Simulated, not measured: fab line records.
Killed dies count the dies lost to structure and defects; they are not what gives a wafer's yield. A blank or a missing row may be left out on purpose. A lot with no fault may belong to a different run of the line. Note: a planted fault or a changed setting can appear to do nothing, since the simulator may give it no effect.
fab line records    flow sky130
record lots=24  wafers=72  last_day=50
route steps=708 shown VIA1@479 METAL2@487 CAP2M@617 METAL5@661
lots that met no fault: taken from a fault-free run of the same line
start_h: hours from the record's opening day to when the first of the lot's shown wafers began    wait_h: hours since the lot's step before    " same as the row above    L1.1+2: a single row standing in for several wafers    - either no value or no given start    * or withheld: withheld    < > ~ a bound
route shown NAME@n: names a module that has steps shown in the file, with the first one's number in the route    usual: mean/standard deviation taken from wafers without a fault    same: alike in all rows    chamber/n: place in a boat    sites: readings site by site    _std_site: the standard deviation of these    _edge_site: outer sites' mean less inner sites'    radius_mm: for every site, how far away it sits from the centre of the wafer    mask NAME#n: copy n    behind: the most recent tool/chamber to have shaped the wafer    hold: cause of the lot's hold/its duration in hours/its outcome    device: whichever transistor did not switch (one of n, p or np)    end of line: tests run on the same wafers once the route is complete    where a step has no rows: the recipe by itself    killed: not the wafer's yield, but the dies lost to structure and defects at the first sort    map: shows each die of a wafer: x if killed, . if not, _ if none is there
set.NAME: the setting as run; set.NAME@STEP: as run at that earlier step    model.NAME: the simulator's own value behind a step, which no gauge read
steps of the route over a sample of lots; a table a step, a row a wafer
services: from which hour (start_h, from the record's first day; less than 0 if before it) a tool's chamber was out of use, for how many hours, and why
## steps
# step SKY_VIA1_CVD_21
# recipe material=W  target_thk_nm=270  time_s=80.902  temp_c=400  pressure_torr=40
# usual heater_power_w=811/70
lot.wafer  tool      chamber  start_h  wait_h  heater_power_w
L074.1     cvd_w-02  1        808.34   0.0     860
L074.3     "         1        "        "       832
L074.6     "         0        "        "       781
L075.1     cvd_w-01  0        814.65   0.0     869
L075.2     "         1        "        "       739
L075.3     "         1        "        "       733
L076.2     cvd_w-01  0        821.94   0.0     867
L076.3     "         0        "        "       891
L076.4     "         1        "        "       749
L077.1     cvd_w-02  0        826.77   0.0     818
L077.4     "         1        "        "       855
L077.5     "         1        "        "       882
L078.1     cvd_w-02  1        839.28   0.0     843
L078.2     "         0        "        "       774
L078.3     "         0        "        "       785
L079.2     cvd_w-02  1        844.98   0.0     879
L079.5     "         0        "        "       757
L079.6     "         1        "        "       872
L080.3     cvd_w-01  1        853.76   0.1     725
L080.4     "         0        "        "       882
L080.6     "         0        "        "       853
L081.2     cvd_w-01  0        869.33   0.0     871
L081.4     "         0        "        "       854
L081.5     "         0        "        "       846
L082.1     cvd_w-01  1        889.58   0.0     742
L082.2     "         0        "        "       866
L082.4     "         0        "        "       882
L083.1     cvd_w-01  0        891.24   0.0     871
L083.4     "         1        "        "       717
L083.6     "         1        "        "       723
L084.1     cvd_w-01  0        895.60   0.0     881
L084.2     "         0        "        "       863
L084.3     "         0        "        "       865
L085.1     cvd_w-02  0        902.06   0.0     810
L085.5     "         1        "        "       851
L085.6     "         0        "        "       787
L086.1     cvd_w-01  0        902.11   0.0     872
L086.5     "         0        "        "       889
L086.6     "         1        "        "       722
L087.4     cvd_w-02  1        904.78   0.1     859
L087.5     "         0        "        "       783
L087.6     "         1        "        "       838
L088.3     cvd_w-02  0        916.45   0.1     812
L088.5     "         1        "        "       867
L088.6     "         0        "        "       788
L089.2     cvd_w-02  1        921.11   0.0     870
L089.3     "         1        "        "       881
L089.5     "         0        "        "       791
L090.2     cvd_w-01  1        926.73   0.0     685
L090.3     "         1        "        "       682
L090.5     "         1        "        "       672
L091.2     cvd_w-02  1        933.27   0.0     873
L091.3     "         0        "        "       800
L091.4     "         1        "        "       861
L093.1     cvd_w-01  1        940.48   0.0     686
L093.3     "         0        "        "       880
L093.6     "         1        "        "       672
L092.3     cvd_w-01  1        947.81   0.1     666
L092.4     "         0        "        "       868
L092.5     "         0        "        "       888
L094.1     cvd_w-01  1        955.01   0.0     685
L094.2     "         0        "        "       858
L094.4     "         0        "        "       864
L095.1     cvd_w-01  1        960.91   0.0     664
L095.2     "         0        "        "       881
L095.5     "         1        "        "       667
L096.2     cvd_w-02  1        964.38   0.0     873
L096.3     "         1        "        "       856
L096.5     "         0        "        "       784
L097.1     cvd_w-02  0        970.62   0.0     776
L097.4     "         1        "        "       857
L097.5     "         1        "        "       880
# step SKY_METAL2_SPUTTER_04
# recipe material=TiN  target_thk_nm=70  power_w=6500  time_s=58.3  chamber_pressure_pa=0.4
# usual throttle_valve_pct=30.1/0.78
lot.wafer  tool            chamber  start_h  wait_h  throttle_valve_pct
L074.1     pvd_sputter-03  -        809.01   0.0     30.4
L074.3     "               -        "        "       29.1
L074.6     "               -        "        "       30.8
L075.1     pvd_sputter-03  -        815.31   0.0     29.4
L075.2     "               -        "        "       30.7
L075.3     "               -        "        "       30.4
L076.2     pvd_sputter-03  -        822.60   0.0     30.8
L076.3     "               -        "        "       30.3
L076.4     "               -        "        "       29.0
L077.1     pvd_sputter-04  -        827.43   0.0     30.9
L077.4     "               -        "        "       30.4
L077.5     "               -        "        "       28.6
L078.1     pvd_sputter-04  -        839.94   0.0     30.6
L078.2     "               -        "        "       29.0
L078.3     "               -        "        "       31.0
L079.2     pvd_sputter-04  -        845.64   0.0     30.0
L079.5     "               -        "        "       29.7
L079.6     "               -        "        "       30.5
L080.3     pvd_sputter-04  -        854.39   0.0     28.8
L080.4     "               -        "        "       29.7
L080.6     "               -        "        "       31.2
L081.2     pvd_sputter-02  -        870.00   0.0     30.3
L081.4     "               -        "        "       29.4
L081.5     "               -        "        "       29.3
L082.1     pvd_sputter-02  -        890.25   0.0     29.3
L082.2     "               -        "        "       31.7
L082.4     "               -        "        "       29.8
L083.1     pvd_sputter-03  -        891.91   0.0     29.9
L083.4     "               -        "        "       29.4
L083.6     "               -        "        "       29.1
L084.1     pvd_sputter-04  -        896.36   0.0     30.0
L084.2     "               -        "        "       31.0
L084.3     "               -        "        "       29.0
L085.1     pvd_sputter-04  -        902.72   0.0     31.0
L085.5     "               -        "        "       30.6
L085.6     "               -        "        "       29.9
L086.1     pvd_sputter-03  -        903.02   0.0     29.1
L086.5     "               -        "        "       30.1
L086.6     "               -        "        "       28.8
L087.4     pvd_sputter-04  -        905.42   0.0     30.0
L087.5     "               -        "        "       28.8
L087.6     "               -        "        "       31.2
L088.3     pvd_sputter-04  -        917.08   0.0     30.5
L088.5     "               -        "        "       30.1
L088.6     "               -        "        "       30.5
L089.2     pvd_sputter-04  -        921.78   0.0     31.1
L089.3     "               -        "        "       29.8
L089.5     "               -        "        "       31.2
L090.2     pvd_sputter-02  -        927.39   0.0     29.7
L090.3     "               -        "        "       30.2
L090.5     "               -        "        "       30.3
L091.2     pvd_sputter-03  -        933.93   0.0     30.9
L091.3     "               -        "        "       29.3
L091.4     "               -        "        "       30.3
L093.1     pvd_sputter-04  -        941.14   0.0     29.5
L093.3     "               -        "        "       30.5
L093.6     "               -        "        "       29.9
L092.3     pvd_sputter-03  -        948.44   0.0     30.7
L092.4     "               -        "        "       29.0
L092.5     "               -        "        "       30.1
L094.1     pvd_sputter-03  -        955.67   0.0     30.6
L094.2     "               -        "        "       29.0
L094.4     "               -        "        "       30.1
L095.1     pvd_sputter-03  -        961.57   0.0     30.8
L095.2     "               -        "        "       29.0
L095.5     "               -        "        "       30.3
L096.2     pvd_sputter-04  -        965.04   0.0     29.7
L096.3     "               -        "        "       30.4
L096.5     "               -        "        "       28.8
L097.1     pvd_sputter-02  -        971.28   0.0     31.5
L097.4     "               -        "        "       29.4
L097.5     "               -        "        "       30.3
# step SKY_METAL2_CD_MEAS_15
# recipe target_cd_nm=140
# usual cd_nm=139.7/1.7
lot.wafer  tool       chamber  start_h  wait_h  cd_nm
L074.1     cd_sem-02  -        835.27   -       139.6
L074.3     "          -        "        "       140.7
L074.6     "          -        "        "       138.9
L075.1     cd_sem-01  -        841.90   -       138.6
L075.2     "          -        "        "       138.1
L075.3     "          -        "        "       138.9
L076.2     cd_sem-01  -        849.34   -       138.9
L076.3     "          -        "        "       138.8
L076.4     "          -        "        "       140.6
L077.1     cd_sem-02  -        854.10   -       137.4
L077.4     "          -        "        "       137.8
L077.5     "          -        "        "       138.9
L078.1     cd_sem-01  -        866.02   -       140.6
L078.2     "          -        "        "       140.7
L078.3     "          -        "        "       140.9
L079.2     cd_sem-02  -        871.82   -       140.9
L079.5     "          -        "        "       142.0
L079.6     "          -        "        "       140.6
L080.3     cd_sem-01  -        880.89   -       143.3
L080.4     "          -        "        "       142.5
L080.6     "          -        "        "       143.6
L081.2     cd_sem-02  -        896.29   -       140.7
L081.4     "          -        "        "       143.1
L081.5     "          -        "        "       142.6
L082.1     cd_sem-01  -        916.67   -       141.0
L082.2     "          -        "        "       140.3
L082.4     "          -        "        "       140.1
L083.1     cd_sem-02  -        918.02   -       140.0
L083.4     "          -        "        "       140.8
L083.6     "          -        "        "       140.9
L084.1     cd_sem-02  -        921.40   -       141.8
L084.2     "          -        "        "       141.8
L084.3     "          -        "        "       140.7
L085.1     cd_sem-02  -        928.10   -       140.6
L085.5     "          -        "        "       139.8
L085.6     "          -        "        "       140.6
L086.1     cd_sem-01  -        928.50   -       138.1
L086.5     "          -        "        "       138.4
L086.6     "          -        "        "       139.7
L087.4     cd_sem-02  -        930.33   -       138.5
L087.5     "          -        "        "       136.9
L087.6     "          -        "        "       138.7
L088.3     cd_sem-02  -        942.81   -       138.3
L088.5     "          -        "        "       138.4
L088.6     "          -        "        "       139.0
L089.2     cd_sem-02  -        947.42   -       139.5
L089.3     "          -        "        "       140.5
L089.5     "          -        "        "       140.7
L090.2     cd_sem-01  -        952.52   -       138.2
L090.3     "          -        "        "       138.0
L090.5     "          -        "        "       139.2
L091.2     cd_sem-02  -        958.74   -       140.6
L091.3     "          -        "        "       138.8
L091.4     "          -        "        "       139.9
L093.1     cd_sem-01  -        965.25   -       141.2
L093.3     "          -        "        "       140.8
L093.6     "          -        "        "       139.7
L092.3     cd_sem-01  -        972.89   -       139.9
L092.4     "          -        "        "       141.5
L092.5     "          -        "        "       139.7
L094.1     cd_sem-01  -        979.42   -       140.8
L094.2     "          -        "        "       140.9
L094.4     "          -        "        "       141.2
L095.1     cd_sem-02  -        985.30   -       142.0
L095.2     "          -        "        "       140.6
L095.5     "          -        "        "       140.7
L096.2     cd_sem-02  -        989.64   -       137.8
L096.3     "          -        "        "       137.4
L096.5     "          -        "        "       137.4
L097.1     cd_sem-02  -        995.10   -       135.8
L097.4     "          -        "        "       135.9
L097.5     "          -        "        "       136.0
# step SKY_METAL2_ETCH_18
# recipe chemistry=N2/H2  target=BARC  ion_energy_ev=200  bias_w=100  pressure_mtorr=30  n2_flow_sccm=100  h2_flow_sccm=200  icp_w=500  stop_on=SiO2  time_s=45.9  target_depth_a=600
# usual chamber_pressure_mTorr=30.003/0.024  drypump_motor_current_A=5.8/0.41  n2_flow_sccm=100.03/0.28  oes_product_au=0.854/0.0051  throttle_valve_pct=13.226/0.0092
lot.wafer  tool          chamber  start_h  wait_h  chamber_pressure_mTorr  drypump_motor_current_A  n2_flow_sccm  oes_product_au  rf_hours_counter_h  throttle_valve_pct
L074.1     rie_metal-03  0        835.46   0.0     30.031                  5.6                      99.71         0.853           5                   13.216
L074.3     "             1        "        "       30.013                  6.0                      99.65         0.848           -                   13.233
L074.6     "             1        "        "       29.986                  6.0                      99.64         0.850           -                   13.229
L075.1     rie_metal-02  0        842.09   0.0     30.017                  6.0                      100.03        0.856           1                   13.222
L075.2     "             1        "        "       29.977                  6.3                      100.03        0.848           18                  13.230
L075.3     "             0        "        "       29.992                  6.0                      100.04        0.862           -                   13.215
L076.2     rie_metal-03  1        849.51   0.0     29.957                  6.0                      99.77         0.857           2                   13.234
L076.3     "             1        "        "       30.021                  6.0                      99.91         0.849           -                   13.211
L076.4     "             0        "        "       30.022                  5.6                      100.27        0.849           -                   13.218
L077.1     rie_metal-02  1        854.29   0.0     29.980                  6.3                      100.76        0.855           18                  13.231
L077.4     "             1        "        "       30.013                  6.4                      100.53        0.855           -                   13.221
L077.5     "             0        "        "       29.987                  6.0                      100.32        0.852           -                   13.224
L078.1     rie_metal-02  1        866.21   0.0     30.025                  6.4                      99.30         0.860           19                  13.218
L078.2     "             0        "        "       29.983                  6.0                      100.23        0.861           2                   13.229
L078.3     "             0        "        "       30.003                  6.0                      99.63         0.863           -                   13.234
L079.2     rie_metal-01  1        872.04   0.1     30.016                  5.1                      99.78         0.847           -                   13.215
L079.5     "             1        "        "       30.011                  5.1                      100.22        0.856           -                   13.238
L079.6     "             1        "        "       29.968                  5.1                      99.85         0.851           -                   13.241
L080.3     rie_metal-02  0        881.11   0.1     30.036                  6.0                      100.23        0.853           -                   13.233
L080.4     "             0        "        "       30.013                  6.0                      100.41        0.856           -                   13.225
L080.6     "             0        "        "       30.043                  6.0                      100.05        0.854           -                   13.244
L081.2     rie_metal-01  1        896.51   0.1     30.002                  5.1                      99.75         0.855           -                   13.239
L081.4     "             1        "        "       30.013                  5.1                      99.98         0.854           -                   13.224
L081.5     "             1        "        "       29.962                  5.1                      100.27        0.850           -                   13.235
L082.1     rie_metal-03  0        916.86   0.0     30.003                  5.6                      99.82         0.857           8                   13.218
L082.2     "             1        "        "       29.980                  6.0                      100.30        0.856           5                   13.221
L082.4     "             0        "        "       29.994                  5.6                      99.99         0.850           -                   13.225
L083.1     rie_metal-03  0        918.21   0.0     29.990                  5.6                      99.97         0.860           9                   13.239
L083.4     "             0        "        "       29.984                  5.6                      100.00        0.853           -                   13.211
L083.6     "             1        "        "       30.015                  6.0                      99.95         0.862           -                   13.243
L084.1     rie_metal-01  0        921.59   0.0     30.003                  5.6                      100.20        0.854           8                   13.217
L084.2     "             1        "        "       30.017                  5.1                      100.01        0.850           21                  13.231
L084.3     "             0        "        "       30.017                  5.6                      99.97         0.853           -                   13.228
L085.1     rie_metal-03  0        928.28   0.0     30.021                  5.6                      100.05        0.841           9                   13.233
L085.5     "             0        "        "       30.009                  5.6                      100.02        0.849           -                   13.230
L085.6     "             1        "        "       30.025                  6.0                      100.36        0.857           -                   13.222
L086.1     rie_metal-01  1        928.69   0.0     30.055                  5.1                      100.11        0.855           21                  13.225
L086.5     "             1        "        "       30.030                  5.1                      99.37         0.854           -                   13.236
L086.6     "             0        "        "       29.974                  5.6                      100.12        0.859           -                   13.223
L087.4     rie_metal-02  0        930.48   0.0     30.071                  6.0                      100.29        0.847           -                   13.240
L087.5     "             1        "        "       29.982                  6.3                      99.58         0.851           -                   13.228
L087.6     "             0        "        "       30.036                  6.0                      100.04        0.851           -                   13.227
L088.3     rie_metal-03  1        942.98   0.0     30.006                  6.0                      100.44        0.848           -                   13.218
L088.5     "             1        "        "       30.018                  6.0                      100.45        0.860           -                   13.222
L088.6     "             0        "        "       30.030                  5.6                      99.93         0.850           -                   13.215
L089.2     rie_metal-02  0        947.59   0.0     29.980                  6.0                      99.71         0.847           7                   13.231
L089.3     "             1        "        "       29.972                  6.4                      99.78         0.863           -                   13.218
L089.5     "             0        "        "       29.974                  6.0                      99.59         0.854           -                   13.222
L090.2     rie_metal-03  1        952.68   0.0     29.989                  6.0                      100.02        0.849           7                   13.225
L090.3     "             1        "        "       29.959                  6.0                      99.76         0.848           -                   13.225
L090.5     "             1        "        "       30.040                  6.0                      99.86         0.850           -                   13.212
L091.2     rie_metal-02  1        958.91   0.0     30.004                  6.3                      100.21        0.854           3                   13.214
L091.3     "             0        "        "       29.996                  6.0                      99.76         0.853           -                   13.220
L091.4     "             1        "        "       29.983                  6.4                      100.11        0.852           -                   13.238
L093.1     rie_metal-02  0        965.43   0.0     29.940                  6.0                      100.48        0.865           8                   13.229
L093.3     "             0        "        "       29.981                  6.0                      99.82         0.855           -                   13.229
L093.6     "             0        "        "       29.987                  6.0                      100.21        0.860           -                   13.235
L092.3     rie_metal-01  0        973.06   0.0     29.985                  5.6                      100.37        0.849           -                   13.217
L092.4     "             1        "        "       30.011                  5.1                      100.40        0.850           -                   13.216
L092.5     "             1        "        "       30.007                  5.1                      100.54        0.856           -                   13.216
L094.1     rie_metal-02  1        979.61   0.0     30.021                  6.3                      99.78         0.851           4                   13.203
L094.2     "             0        "        "       30.006                  6.0                      99.99         0.856           8                   13.223
L094.4     "             0        "        "       30.072                  6.0                      100.20        0.864           -                   13.229
L095.1     rie_metal-01  1        985.49   0.0     29.986                  5.1                      99.68         0.853           2                   13.231
L095.2     "             0        "        "       29.986                  5.6                      99.87         0.859           13                  13.236
L095.5     "             1        "        "       30.014                  5.1                      99.83         0.846           -                   13.215
L096.2     rie_metal-02  0        989.81   0.0     30.001                  6.0                      100.27        0.858           8                   13.218
L096.3     "             1        "        "       30.019                  6.3                      99.96         0.846           -                   13.222
L096.5     "             0        "        "       29.998                  6.0                      99.85         0.850           -                   13.229
L097.1     rie_metal-02  1        995.29   0.0     30.004                  6.3                      99.91         0.857           5                   13.231
L097.4     "             1        "        "       30.011                  6.3                      100.15        0.840           -                   13.222
L097.5     "             0        "        "       30.011                  6.0                      100.30        0.852           -                   13.234
# step SKY_CAP2M_STRIP_14
# recipe chemistry=O2/N2  power_w=1400  pressure_mtorr=1500  platen_temp_c=withheld  o2_flow_sccm=3000  n2_flow_sccm=300  overash_fraction=0.5
# usual chamber_pressure_mTorr=1500.0/1.3  drypump_motor_current_A=5.9/0.42  n2_flow_sccm=300.1/0.88  oes_product_au=0.710/0.0047  strip_time_to_endpoint_s=12.65/0.051
# same overash_fraction=0.5
lot.wafer  tool             chamber  start_h  wait_h  chamber_pressure_mTorr  drypump_motor_current_A  n2_flow_sccm  oes_product_au  rf_hours_counter_h  strip_time_to_endpoint_s
L074.1     plasma_asher-03  1        970.21   0.1     1499.9                  5.7                      300.6         0.709           20                  12.63
L074.3     "                0        "        "       1499.8                  6.0                      300.2         0.714           -                   12.65
L074.6     "                1        "        "       1499.8                  5.7                      299.2         0.710           -                   12.66
L075.1     plasma_asher-03  1        976.16   0.1     1499.1                  5.8                      299.5         0.716           20                  12.59
L075.2     "                0        "        "       1499.0                  6.0                      299.3         0.716           20                  12.58
L075.3     "                0        "        "       1500.6                  6.0                      301.1         0.715           -                   12.60
L076.2     plasma_asher-02  1        983.44   0.1     1498.6                  6.6                      301.2         0.714           90                  12.63
L076.3     "                1        "        "       1501.4                  6.6                      299.6         0.705           -                   12.58
L076.4     "                0        "        "       1499.9                  5.1                      300.7         0.706           -                   12.57
L077.1     plasma_asher-03  1        987.74   0.1     1499.9                  5.7                      301.5         0.705           21                  12.62
L077.4     "                0        "        "       1498.8                  6.0                      299.8         0.712           -                   12.65
L077.5     "                0        "        "       1498.5                  6.0                      299.3         0.714           -                   12.67
L078.1     plasma_asher-03  1        997.09   0.1     1499.2                  5.7                      299.4         0.712           22                  12.72
L078.2     "                0        "        "       1500.3                  6.1                      300.9         0.711           22                  12.66
L078.3     "                0        "        "       1501.4                  6.1                      299.9         0.709           -                   12.68
L079.2     plasma_asher-01  1        1002.44  0.1     1500.1                  5.7                      299.4         0.704           60                  12.63
L079.5     "                0        "        "       1500.3                  6.5                      301.4         0.714           -                   12.70
L079.6     "                1        "        "       1498.4                  5.7                      300.5         0.701           -                   12.71
L080.3     plasma_asher-03  1        1013.63  0.1     1500.4                  5.7                      302.4         0.709           -                   12.62
L080.4     "                0        "        "       1499.7                  6.1                      299.1         0.705           -                   12.67
L080.6     "                0        "        "       1501.8                  6.0                      299.3         0.709           -                   12.61
L081.2     plasma_asher-01  1        1027.29  0.1     1503.8                  5.7                      300.6         0.710           62                  12.62
L081.4     "                1        "        "       1501.2                  5.7                      299.8         0.720           -                   12.62
L081.5     "                0        "        "       1500.8                  6.4                      298.6         0.710           -                   12.59
L082.1     plasma_asher-03  0        1044.46  0.1     1501.1                  6.0                      300.4         0.713           27                  12.65
L082.2     "                1        "        "       1501.3                  5.7                      301.0         0.707           27                  12.64
L082.4     "                1        "        "       1500.7                  5.7                      300.1         0.701           -                   12.63
L083.1     plasma_asher-02  1        1046.04  0.1     1499.4                  6.6                      298.7         0.712           96                  12.62
L083.4     "                1        "        "       1499.0                  6.6                      298.0         0.714           -                   12.64
L083.6     "                1        "        "       1500.1                  6.6                      298.6         0.710           -                   12.64
L084.1     plasma_asher-01  1        1049.44  0.1     1501.3                  5.7                      300.0         0.710           64                  12.71
L084.2     "                0        "        "       1498.8                  6.5                      300.3         0.705           64                  12.66
L084.3     "                0        "        "       1501.7                  6.4                      300.6         0.711           -                   12.69
L085.1     plasma_asher-03  1        1054.99  0.1     1500.3                  5.8                      301.1         0.718           28                  12.62
L085.5     "                1        "        "       1500.0                  5.7                      301.6         0.718           -                   12.65
L085.6     "                0        "        "       1501.2                  6.0                      298.4         0.717           -                   12.64
L086.1     plasma_asher-01  1        1055.66  0.1     1500.0                  5.7                      300.2         0.718           65                  12.62
L086.5     "                1        "        "       1499.6                  5.7                      300.6         0.705           -                   12.62
L086.6     "                0        "        "       1499.1                  6.5                      301.1         0.715           -                   12.59
L087.4     plasma_asher-03  0        1056.80  0.1     1502.2                  6.0                      299.4         0.710           -                   12.67
L087.5     "                1        "        "       1501.2                  5.7                      300.4         0.715           -                   12.64
L087.6     "                0        "        "       1499.4                  6.1                      299.6         0.708           -                   12.66
L088.3     plasma_asher-02  1        1068.22  0.1     1499.9                  6.6                      299.0         0.709           -                   12.57
L088.5     "                1        "        "       1500.2                  6.6                      298.6         0.711           -                   12.57
L088.6     "                0        "        "       1500.9                  5.1                      300.3         0.710           -                   12.57
L089.2     plasma_asher-03  1        1071.76  0.1     1499.7                  5.7                      300.1         0.714           30                  12.65
L089.3     "                1        "        "       1500.7                  5.7                      300.8         0.717           -                   12.66
L089.5     "                0        "        "       1500.1                  6.1                      299.5         0.707           -                   12.73
L090.2     plasma_asher-01  1        1075.47  0.1     1501.8                  5.7                      301.1         0.718           67                  12.73
L090.3     "                1        "        "       1500.4                  5.7                      300.3         0.716           -                   12.72
L090.5     "                1        "        "       1498.3                  5.7                      299.5         0.702           -                   12.79
L091.2     plasma_asher-03  1        1081.51  0.1     1499.7                  5.8                      300.5         0.697           31                  12.67
L091.3     "                0        "        "       1501.2                  6.1                      300.0         0.710           -                   12.71
L091.4     "                1        "        "       1500.6                  5.7                      299.3         0.714           -                   12.68
L093.1     plasma_asher-03  1        1087.74  0.1     1500.5                  5.7                      299.3         0.695           32                  12.71
L093.3     "                1        "        "       1502.6                  5.8                      300.0         0.708           -                   12.70
L093.6     "                0        "        "       1499.2                  6.1                      300.6         0.714           -                   12.68
L092.3     plasma_asher-01  0        1093.85  0.1     1499.6                  6.5                      300.0         0.710           -                   12.60
L092.4     "                1        "        "       1500.4                  5.7                      300.6         0.711           -                   12.65
L092.5     "                0        "        "       1501.9                  6.5                      300.4         0.709           -                   12.63
L094.1     plasma_asher-01  1        1100.34  0.1     1499.2                  5.7                      300.3         0.716           69                  12.61
L094.2     "                0        "        "       1499.1                  6.5                      300.1         0.717           69                  12.64
L094.4     "                0        "        "       1500.3                  6.5                      300.9         0.711           -                   12.61
L095.1     plasma_asher-03  0        1105.94  0.1     1500.5                  6.0                      300.6         0.710           34                  12.63
L095.2     "                1        "        "       1499.6                  5.7                      300.0         0.712           34                  12.74
L095.5     "                0        "        "       1498.5                  6.1                      301.1         0.707           -                   12.67
L096.2     plasma_asher-02  1        1108.19  0.1     1498.7                  6.6                      301.3         0.705           102                 12.67
L096.3     "                1        "        "       1499.6                  6.6                      299.6         0.714           -                   12.67
L096.5     "                1        "        "       1502.6                  6.6                      300.0         0.716           -                   12.70
L097.1     plasma_asher-02  1        1112.74  0.1     1499.5                  6.6                      299.6         0.707           102                 12.57
L097.4     "                0        "        "       1498.2                  5.1                      301.3         0.715           -                   12.63
L097.5     "                1        "        "       1499.0                  6.6                      299.7         0.708           -                   12.63
# step SKY_METAL5_SPUTTER_00
# recipe material=Ti  target_thk_nm=15  power_w=3000  time_s=10  chamber_pressure_pa=0.4
# usual throttle_valve_pct=30.1/0.78
lot.wafer  tool            chamber  start_h  wait_h  throttle_valve_pct
L074.1     pvd_sputter-02  -        1021.51  0.1     30.4
L074.3     "               -        "        "       31.7
L074.6     "               -        "        "       31.6
L075.1     pvd_sputter-04  -        1027.62  0.1     30.8
L075.2     "               -        "        "       29.8
L075.3     "               -        "        "       31.1
L076.2     pvd_sputter-02  -        1033.72  0.2     30.4
L076.3     "               -        "        "       29.5
L076.4     "               -        "        "       31.7
L077.1     pvd_sputter-03  -        1038.35  0.2     30.9
L077.4     "               -        "        "       30.3
L077.5     "               -        "        "       30.7
L078.1     pvd_sputter-03  -        1047.02  0.2     31.0
L078.2     "               -        "        "       29.3
L078.3     "               -        "        "       30.4
L079.2     pvd_sputter-04  -        1052.47  0.1     29.9
L079.5     "               -        "        "       29.7
L079.6     "               -        "        "       30.5
L080.3     pvd_sputter-02  -        1063.36  0.1     29.4
L080.4     "               -        "        "       30.2
L080.6     "               -        "        "       29.6
L081.2     pvd_sputter-03  -        1075.32  0.1     29.1
L081.4     "               -        "        "       30.2
L081.5     "               -        "        "       30.8
L082.1     pvd_sputter-03  -        1091.97  0.2     30.4
L082.2     "               -        "        "       30.9
L082.4     "               -        "        "       30.4
L083.1     pvd_sputter-02  -        1092.53  0.2     30.2
L083.4     "               -        "        "       31.6
L083.6     "               -        "        "       29.6
L084.1     pvd_sputter-04  -        1096.30  0.2     28.8
L084.2     "               -        "        "       30.0
L084.3     "               -        "        "       30.5
L085.1     pvd_sputter-03  -        1101.92  0.2     30.8
L085.5     "               -        "        "       30.5
L085.6     "               -        "        "       30.9
L086.1     pvd_sputter-02  -        1102.57  0.2     29.6
L086.5     "               -        "        "       30.1
L086.6     "               -        "        "       31.4
L087.4     pvd_sputter-04  -        1103.08  0.2     29.6
L087.5     "               -        "        "       30.5
L087.6     "               -        "        "       29.6
L088.3     pvd_sputter-02  -        1113.12  0.1     31.6
L088.5     "               -        "        "       30.2
L088.6     "               -        "        "       29.6
L089.2     pvd_sputter-04  -        1116.87  0.1     30.5
L089.3     "               -        "        "       28.8
L089.5     "               -        "        "       28.7
L090.2     pvd_sputter-02  -        1120.43  0.2     29.9
L090.3     "               -        "        "       29.4
L090.5     "               -        "        "       30.4
L091.2     pvd_sputter-03  -        1126.15  0.2     30.6
L091.3     "               -        "        "       30.4
L091.4     "               -        "        "       30.6
L093.1     pvd_sputter-02  -        1131.17  0.1     30.3
L093.3     "               -        "        "       29.4
L093.6     "               -        "        "       29.4
L092.3     pvd_sputter-03  -        1137.13  0.1     30.7
L092.4     "               -        "        "       29.2
L092.5     "               -        "        "       29.3
L094.1     pvd_sputter-03  -        1143.59  0.1     30.6
L094.2     "               -        "        "       29.0
L094.4     "               -        "        "       30.7
L095.1     pvd_sputter-03  -        1149.82  0.1     30.3
L095.2     "               -        "        "       30.7
L095.5     "               -        "        "       30.1
L096.2     pvd_sputter-03  -        1150.78  0.1     29.3
L096.3     "               -        "        "       30.8
L096.5     "               -        "        "       29.2
L097.1     pvd_sputter-04  -        1156.32  0.1     28.8
L097.4     "               -        "        "       29.8
L097.5     "               -        "        "       31.1
## services
tool             chamber  start_h  hours  kind
plasma_asher-03  -        788.06   2.8    pm
rie_metal-03     -        810.61   2.8    pm
cvd_w-02         0        817.50   5.8    repair
plasma_asher-03  -        831.59   2.0    repair
plasma_asher-03  -        833.76   28.1   pm
cvd_w-01         1        863.86   2.7    repair
pvd_sputter-02   -        884.12   2.7    repair
cvd_w-01         1        895.32   3.9    repair
cvd_w-01         -        904.00   14.0   pm
pvd_sputter-02   -        905.39   1.8    repair
cvd_w-02         -        937.02   6.9    pm
pvd_sputter-03   -        945.43   2.0    repair
pvd_sputter-04   -        952.73   1.8    repair
cvd_w-02         -        961.17   2.8    pm
rie_metal-02     0        969.77   6.8    repair
cvd_w-01         -        1011.84  6.9    pm
pvd_sputter-03   -        1059.53  7.7    repair
rie_metal-02     0        1064.53  2.9    repair
pvd_sputter-04   -        1080.32  1.3    repair
cvd_w-01         -        1101.56  0.6    repair
cvd_w-02         1        1119.91  4.6    repair
pvd_sputter-03   -        1129.17  2.1    repair
pvd_sputter-04   -        1138.66  5.1    repair
cvd_w-01         -        1141.59  1.5    repair
## key
fault none
